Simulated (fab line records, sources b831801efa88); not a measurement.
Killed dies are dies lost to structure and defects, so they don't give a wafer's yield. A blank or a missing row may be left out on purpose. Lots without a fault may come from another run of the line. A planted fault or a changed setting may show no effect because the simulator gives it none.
A struck lot beside a sound one | flow sfq_line | 42 steps out of a route of 325
Sound: wafers L906.1, L906.2, L906.3. Struck: wafer L914.2. (L914.1, L914.6 of the same lot were not struck and are left out.) The cause comes at the end.
At each step with rows: each side's tool, then ch and its chambers, then its first start. Under that, the readings that differ: sound wafers | struck wafers | difference of the means | sigmas: that difference in standard deviations of wafers without a fault.
alike: readings whose means differ by less than 2 such deviations, and words and numbers that are the same on both sides. not compared: withheld readings, readings that some wafer has no value for, bounds like >300 that may hide the same value, and numbers for which the record gives no deviation and whose values overlap.
The two part at a step that has a row with sigmas, a row that says differs or no value, or rows on one side only. Numbers that don't overlap but have no deviation are shown without sigmas and don't part them. A reading that every wafer of one side lacks parts them only if that side has two wafers or more.

first, 6 steps without rows for these wafers: SFQ_TRILAYER_I2_VIA_LITHO_COAT_072 (resist thk 62 nm); SFQ_TRILAYER_I2_VIA_LITHO_COAT_067 (resist thk 650 nm); SFQ_TRILAYER_I2_VIA_LITHO_SOFTBAKE_071; SFQ_TRILAYER_I2_VIA_LITHO_EXPOSE_068 (exposes mask I2, target cd 500 nm); SFQ_TRILAYER_I2_VIA_LITHO_PEB_070 (peb time 60 s); SFQ_TRILAYER_I2_VIA_LITHO_DEVELOP_069 (time 60 s).
SFQ_I2_OVL_MEAS_918:
  sound on overlay-01, day 41 05:29; struck on overlay-02, day 44 12:17
  alike: I2_OVL
then, 1 step without rows for these wafers: SFQ_TRILAYER_I2_VIA_BARC_OPEN_VIA_ETCH_096 (etches BARC in O2, target depth 125 nm, time 41.7 s).
SFQ_TRILAYER_I2_VIA_ETCH_VIA_ETCH_070: etches SiO2 in CHF3, stops on Nb, target depth 260 nm.
  sound on rie_diel-02 ch 1,2,3, day 41 05:34; struck on rie_diel-04 ch 1, day 44 12:22
  alike: drypump_motor_current_A, oes_product_au
SFQ_TRILAYER_I2_VIA_STRIP_STRIP_071: strips in O2.
  sound on rie_metal-03 ch 0,1, day 41 05:40; struck on rie_metal-04 ch 1, day 44 12:28
  alike: drypump_motor_current_A, he_backside_leak_sccm, oes_product_au
  not compared: rf_hours_counter_h
then, 2 steps without rows for these wafers: SFQ_TRILAYER_I2_VIA_STRIP_SOLV_CLEAN_072 (cleans in NMP, time 600 s); SFQ_TRILAYER_M3_DEP_PRE_CLEAN_074 (time 22.5 s).
SFQ_TRILAYER_M3_DEP_SPUTTER_073: material Nb, target thk 200 nm, time 133.3 s.
  sound on pvd_sputter-04, day 41 06:29; struck on pvd_sputter-04, day 44 13:17
  reading                                             | sound                | struck | difference | sigmas
  cathode_dc_power_W (W)                              | 1999.9 1999.6 2000.2 | 2000.7 | +0.8       | +2
  model.Nb_of_TRILAYER_M3_DEP_SPUTTER_073.thk_nm (nm) | 199.9 202.4 202.5    | 115.8  | -85.8      |
  alike: chamber_pressure_pa, throttle_valve_pct
SFQ_M3_RS_MEAS_919: measures by four-point-probe.
  sound on film_metro-03, day 41 06:35; struck on film_metro-01, day 44 13:22
  reading           | sound             | struck | difference | sigmas
  M3_NB_RS (ohm/sq) | 0.890 0.879 0.876 | 1.555  | +0.673     | +92
then, 6 steps without rows for these wafers: SFQ_TRILAYER_M3_LITHO_COAT_080 (resist thk 62 nm); SFQ_TRILAYER_M3_LITHO_COAT_075 (resist thk 600 nm); SFQ_TRILAYER_M3_LITHO_SOFTBAKE_079; SFQ_TRILAYER_M3_LITHO_EXPOSE_076 (exposes mask M3, target cd 500 nm); SFQ_TRILAYER_M3_LITHO_PEB_078 (peb time 60 s); SFQ_TRILAYER_M3_LITHO_DEVELOP_077 (time 60 s).
-- the record jumps here: 6 days lie between the struck wafers' starts before and after --
SFQ_M3_OVL_MEAS_921:
  sound on overlay-02, day 47 08:49; struck on overlay-01, day 50 22:30
  alike: M3_OVL
then, 1 step without rows for these wafers: SFQ_TRILAYER_M3_BARC_OPEN_METAL_ETCH_100 (etches BARC in O2, target depth 125 nm, time 41.7 s).
SFQ_TRILAYER_M3_ETCH_METAL_ETCH_078: etches Nb in Cl2/Ar, stops on SiO2, target depth 240 nm, time 120 s.
  sound on rie_metal-02 ch 0,1, day 47 08:55; struck on rie_metal-02 ch 0, day 50 22:36
  reading               | sound             | struck | difference | sigmas
  oes_product_au (a.u.) | 0.896 0.899 0.899 | 0.681  | -0.217     | -32
  alike: drypump_motor_current_A, he_backside_leak_sccm
  not compared: rf_hours_counter_h
then, 3 steps without rows for these wafers: SFQ_TRILAYER_M3_STRIP_STRIP_079 (strips in O2); SFQ_TRILAYER_M3_STRIP_SOLV_CLEAN_080 (cleans in NMP, time 600 s); SFQ_TRILAYER_I3_DEP_PECVD_081 (deposits SiO2 from SiH4/N2O, time 111.11 s, target thk 500 nm).
SFQ_TRILAYER_I3_CMP_CMP_082: polishes SiO2.
  sound on cmp-01 ch 0,1,2, day 47 10:23; struck on cmp-01 ch 0, day 51 01:53
  reading                | sound             | struck | difference | sigmas
  platen_rpm (rpm)       | 60.03 60.05 60.01 | 59.93  | -0.10      | -3
  time_to_endpoint_s (s) | 216 211 203       | 193    | -17        | -3
  alike: motor_current_A
SFQ_I3_BOW_MEAS_922:
  sound on film_metro-03, day 47 12:53; struck on film_metro-04, day 51 04:23
  alike: I3_BOW
then, 7 steps without rows for these wafers: SFQ_TRILAYER_I3_METRO_MEASURE_083; SFQ_TRILAYER_I3_VIA_LITHO_COAT_090 (resist thk 62 nm); SFQ_TRILAYER_I3_VIA_LITHO_COAT_085 (resist thk 650 nm); SFQ_TRILAYER_I3_VIA_LITHO_SOFTBAKE_089; SFQ_TRILAYER_I3_VIA_LITHO_EXPOSE_086 (exposes mask I3, target cd 500 nm); SFQ_TRILAYER_I3_VIA_LITHO_PEB_088 (peb time 60 s); SFQ_TRILAYER_I3_VIA_LITHO_DEVELOP_087 (time 60 s).
SFQ_I3_OVL_MEAS_923:
  sound on overlay-02, day 47 16:27; struck on overlay-01, day 51 07:57
  alike: I3_OVL
then, 1 step without rows for these wafers: SFQ_TRILAYER_I3_VIA_BARC_OPEN_VIA_ETCH_121 (etches BARC in O2, target depth 125 nm, time 41.7 s).
SFQ_TRILAYER_I3_VIA_ETCH_VIA_ETCH_088: etches SiO2 in CHF3, stops on Nb, target depth 260 nm.
  sound on rie_diel-02 ch 0,1,2, day 47 16:32; struck on rie_diel-03 ch 0, day 51 08:01
  alike: drypump_motor_current_A, oes_product_au
SFQ_TRILAYER_I3_VIA_STRIP_STRIP_089: strips in O2.
  sound on rie_metal-01 ch 0,1, day 47 16:38; struck on rie_metal-01 ch 0, day 51 08:08
  alike: drypump_motor_current_A, he_backside_leak_sccm, oes_product_au
  not compared: rf_hours_counter_h
then, 2 steps without rows for these wafers: SFQ_TRILAYER_I3_VIA_STRIP_SOLV_CLEAN_090 (cleans in NMP, time 600 s); SFQ_TRILAYER_M4_DEP_PRE_CLEAN_092 (time 22.5 s).
-- the record jumps here: 39 days lie between the struck wafers' starts before and after --
SFQ_M8_BOW_MEAS_951:
  sound on film_metro-04, day 84 02:21; struck on film_metro-04, day 89 21:24
  reading                 | sound               | struck | difference | sigmas
  model.etest.m3.ohm_um   | 1.772 1.758 1.755   | 3.078  | +1.316     |
  model.etest.i2.link_ohm | 1.969 1.959 1.944   | 2.764  | +0.807     |
  model.etest.i3.link_ohm | 1.97 1.962 1.951    | 2.593  | +0.632     |
  model.etest.m3.ohm_sq   | 0.8906 0.8797 0.879 | 1.537  | +0.654     |
  alike: M8_BOW

WHERE THEY PART
First at SFQ_TRILAYER_M3_DEP_SPUTTER_073; last, within this record, at SFQ_TRILAYER_I3_CMP_CMP_082. Later steps at which nothing parts them and some readings are alike: SFQ_I3_BOW_MEAS_922, SFQ_I3_OVL_MEAS_923, SFQ_TRILAYER_I3_VIA_ETCH_VIA_ETCH_088, SFQ_TRILAYER_I3_VIA_STRIP_STRIP_089, SFQ_M8_BOW_MEAS_951.

WHY: what the simulator had put in
Process parameter drift: pvd_sputter-04, from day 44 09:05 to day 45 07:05, at SFQ_TRILAYER_M3_DEP_SPUTTER_073. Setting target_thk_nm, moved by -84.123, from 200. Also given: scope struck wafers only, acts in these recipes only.
